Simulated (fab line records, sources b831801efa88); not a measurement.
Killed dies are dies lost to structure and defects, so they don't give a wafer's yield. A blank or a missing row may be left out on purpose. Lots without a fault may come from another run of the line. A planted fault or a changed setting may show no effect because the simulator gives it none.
Which tool did it? | flow sky130 | 24 lots, 72 wafers sampled, at 4 steps of a route of 708

WHAT THE GAUGES READ, wafer by wafer
SKY_METAL2_CD_MEAS_15: target cd 140 nm. Usual: cd_nm 140.0 nm, standard deviation 1.5.
lot  | measured     | on        | cd_nm (nm)        | flag
L074 | day 35 22:10 | cd_sem-02 | 138.8 139.4 140.8 |
L075 | day 35 22:26 | cd_sem-02 | 141.6 141.0 142.8 |
L076 | day 36 20:44 | cd_sem-02 | 142.9 141.7 140.6 |
L077 | day 36 21:40 | cd_sem-02 | 141.4 138.6 139.7 |
L078 | day 37 03:54 | cd_sem-02 | 137.7 138.5 137.1 |
L079 | day 37 08:41 | cd_sem-02 | 139.3 140.8 140.0 |
L082 | day 37 16:23 | cd_sem-02 | 139.4 139.6 139.1 |
L080 | day 37 17:34 | cd_sem-02 | 140.7 141.4 140.9 |
L081 | day 37 20:37 | cd_sem-02 | 140.4 141.0 140.0 |
L083 | day 37 22:10 | cd_sem-02 | 140.3 142.5 141.2 |
L084 | day 38 10:34 | cd_sem-01 | 139.8 138.5 138.5 |
L086 | day 38 20:14 | cd_sem-02 | 139.3 139.4 139.3 |
L085 | day 39 00:46 | cd_sem-01 | 138.2 137.3 137.7 |
L087 | day 39 02:29 | cd_sem-02 | 139.4 139.7 139.6 |
L088 | day 39 12:43 | cd_sem-01 | 139.9 138.4 138.1 |
L089 | day 40 14:34 | cd_sem-02 | 138.7 137.7 140.0 |
L091 | day 40 15:34 | cd_sem-01 | 139.7 142.2 142.3 |
L090 | day 40 16:32 | cd_sem-01 | 139.9 139.1 139.6 |
L092 | day 40 17:35 | cd_sem-02 | 139.0 137.9 138.1 |
L093 | day 40 23:59 | cd_sem-02 | 141.0 139.5 138.9 |
L094 | day 41 10:46 | cd_sem-02 | 142.5 141.9 140.1 |
L095 | day 41 18:32 | cd_sem-02 | 139.6 138.9 137.5 |
L096 | day 41 22:10 | cd_sem-02 | 137.3 139.2 140.9 |
L097 | day 41 23:59 | cd_sem-02 | 143.3 143.2 141.8 |

SKY_VIA2_BOW_MEAS_03. Usual: VIA2_BOW 84 um, standard deviation 7.4.
lot  | measured     | on            | VIA2_BOW (um) | flag
L074 | day 35 23:36 | film_metro-02 | 89 78 84      |
L075 | day 35 23:50 | film_metro-03 | 77 87 74      |
L076 | day 36 22:15 | film_metro-03 | 87 85 88      |
L077 | day 36 23:09 | film_metro-02 | 89 97 92      |
L078 | day 37 05:19 | film_metro-04 | 90 83 79      |
L079 | day 37 10:06 | film_metro-03 | 81 87 83      |
L082 | day 37 17:53 | film_metro-03 | 88 76 77      |
L080 | day 37 19:01 | film_metro-02 | 91 74 89      |
L081 | day 37 23:10 | film_metro-04 | 80 75 81      |
L083 | day 38 00:25 | film_metro-03 | 85 89 82      |
L084 | day 38 11:59 | film_metro-03 | 97 87 85      |
L086 | day 38 21:40 | film_metro-02 | 84 82 71      |
L085 | day 39 02:17 | film_metro-04 | 79 95 87      |
L087 | day 39 04:05 | film_metro-03 | 83 89 94      |
L088 | day 39 14:35 | film_metro-03 | 76 85 80      |
L089 | day 40 16:14 | film_metro-04 | 82 80 85      |
L091 | day 40 17:10 | film_metro-03 | 82 86 100     |
L090 | day 40 17:59 | film_metro-03 | 67 82 76      |
L092 | day 40 19:00 | film_metro-03 | 69 78 82      |
L093 | day 41 01:26 | film_metro-03 | 76 82 88      |
L094 | day 41 12:11 | film_metro-03 | 89 82 87      |
L095 | day 41 20:14 | film_metro-02 | 74 89 76      |
L096 | day 41 23:39 | film_metro-02 | 82 97 81      |
L097 | day 42 01:35 | film_metro-04 | 82 85 97      |

SKY_VIA2_OVL_MEAS_13. Usual: VIA2_OVL -1 nm, standard deviation 6.5.
lot  | measured     | on         | VIA2_OVL (nm) | flag
L074 | day 37 00:29 | overlay-01 | 0 -5 -12      |
L075 | day 37 00:37 | overlay-01 | -5 -10 -5     |
L076 | day 38 00:38 | overlay-01 | 5 2 -4        |
L077 | day 38 02:06 | overlay-02 | -5 -3 0       |
L078 | day 38 07:13 | overlay-01 | -1 -4 -8      |
L079 | day 38 11:21 | overlay-02 | -9 -2 -4      |
L082 | day 38 19:34 | overlay-02 | -5 5 -3       |
L080 | day 38 20:42 | overlay-02 | -2 0 4        |
L081 | day 39 00:32 | overlay-02 | 0 -7 -4       |
L083 | day 39 01:33 | overlay-01 | -3 10 7       |
L084 | day 39 12:41 | overlay-01 | 7 12 12       |
L086 | day 39 22:10 | overlay-02 | 9 7 7         |
L085 | day 40 01:26 | overlay-01 | -4 -8 -8      |
L087 | day 40 04:17 | overlay-01 | 0 6 7         |
L088 | day 40 14:01 | overlay-01 | 4 -3 -2       |
L089 | day 41 16:11 | overlay-02 | -9 2 -8       |
L091 | day 41 16:33 | overlay-02 | -5 -1 -3      |
L090 | day 41 17:14 | overlay-01 | -12 -5 -1     |
L092 | day 41 17:35 | overlay-01 | -7 4 -1       |
L093 | day 42 01:49 | overlay-01 | -2 -4 -4      |
L094 | day 42 12:15 | overlay-02 | 9 0 10        |
L095 | day 42 20:32 | overlay-02 | -5 -5 -5      |
L096 | day 42 22:48 | overlay-01 | -8 -6 -10     |
L097 | day 43 00:40 | overlay-02 | -14 3 -7      |

WHICH TOOL RAN EACH LOT (tool, then ch and the chambers of the sampled wafers, then the start)
lot  | SKY_METAL2_DESCUM_17
L074 | rie_metal-02 ch 0,1, day 35 22:19
L075 | rie_metal-04 ch 0,1, day 35 22:35
L076 | rie_metal-01 ch 0,1, day 36 20:52
L077 | rie_metal-04 ch 0,1, day 36 21:50
L078 | rie_metal-04 ch 0,1, day 37 04:02
L079 | rie_metal-01 ch 0, day 37 08:49
L082 | rie_metal-04 ch 0,1, day 37 16:31
L080 | rie_metal-01 ch 0,1, day 37 17:41
L081 | rie_metal-01 ch 0,1, day 37 20:47
L083 | rie_metal-01 ch 0,1, day 37 22:17
L084 | rie_metal-01 ch 0,1, day 38 10:43
L086 | rie_metal-01 ch 0, day 38 20:23
L085 | rie_metal-02 ch 1, day 39 00:56
L087 | rie_metal-01 ch 0,1, day 39 02:38
L088 | rie_metal-02 ch 0,1, day 39 12:50
L089 | rie_metal-04 ch 0,1, day 40 14:43
L091 | rie_metal-01 ch 0, day 40 15:41
L090 | rie_metal-02 ch 0,1, day 40 16:41
L092 | rie_metal-04 ch 0,1, day 40 17:43
L093 | rie_metal-04 ch 0,1, day 41 00:07
L094 | rie_metal-01 ch 0,1, day 41 10:54
L095 | rie_metal-01 ch 0,1, day 41 18:40
L096 | rie_metal-02 ch 0,1, day 41 22:19
L097 | rie_metal-04 ch 0, day 42 00:08
- SKY_METAL2_DESCUM_17: chemistry O2, time 8 s.

WHAT THE TOOLS THEMSELVES READ (means of the sampled wafers that have a number; where no wafer has one, the mark that the record gives instead)
SKY_METAL2_DESCUM_17. Usual: drypump_motor_current_A 5.2 A, standard deviation 0.39; oes_product_au 1.002 a.u., standard deviation 0.0091.
lot  | tool         | drypump_motor_current_A (A) | oes_product_au (a.u.) | flag
L074 | rie_metal-02 | 5.2                         | 1.010                 |
L075 | rie_metal-04 | 5.6                         | 1.010                 |
L076 | rie_metal-01 | 5.0                         | 0.996                 |
L077 | rie_metal-04 | 5.5                         | 1.016                 |
L078 | rie_metal-04 | 5.6                         | 1.015                 |
L079 | rie_metal-01 | 4.9                         | 0.994                 |
L082 | rie_metal-04 | 5.5                         | 1.009                 |
L080 | rie_metal-01 | 4.9                         | 1.003                 |
L081 | rie_metal-01 | 5.0                         | 0.993                 |
L083 | rie_metal-01 | 4.9                         | 0.998                 |
L084 | rie_metal-01 | 5.0                         | 0.999                 |
L086 | rie_metal-01 | 4.9                         | 0.998                 |
L085 | rie_metal-02 | 5.9                         | 1.007                 |
L087 | rie_metal-01 | 5.0                         | 0.998                 |
L088 | rie_metal-02 | 5.5                         | 1.003                 |
L089 | rie_metal-04 | 5.5                         | 1.001                 |
L091 | rie_metal-01 | 4.9                         | 0.993                 |
L090 | rie_metal-02 | 5.2                         | 1.000                 |
L092 | rie_metal-04 | 5.6                         | 1.007                 |
L093 | rie_metal-04 | 5.5                         | 1.001                 |
L094 | rie_metal-01 | 5.0                         | 0.992                 |
L095 | rie_metal-01 | 5.0                         | 0.996                 |
L096 | rie_metal-02 | 5.2                         | 1.003                 |
L097 | rie_metal-04 | 5.7                         | 1.011                 |

THE ANSWER, worked out from the rows above alone
Rule: a lot is off if the mean of its wafers that have a number lies more than 3 standard deviations from the usual mean. A lot without any number at a reading at which 4 lots or more have one is off too. The other lots that the step has rows for count as sound. The gauges are gone through in route order, then the tools' own readings, and for those a lot's mean is taken as printed above. The first step at which some lot is off is used, and at that step the reading that is off furthest; a lot without a number counts as furthest.
No lot is off at any reading shown: from this, nothing can be told.

WHAT THE SIMULATOR HAD PUT IN
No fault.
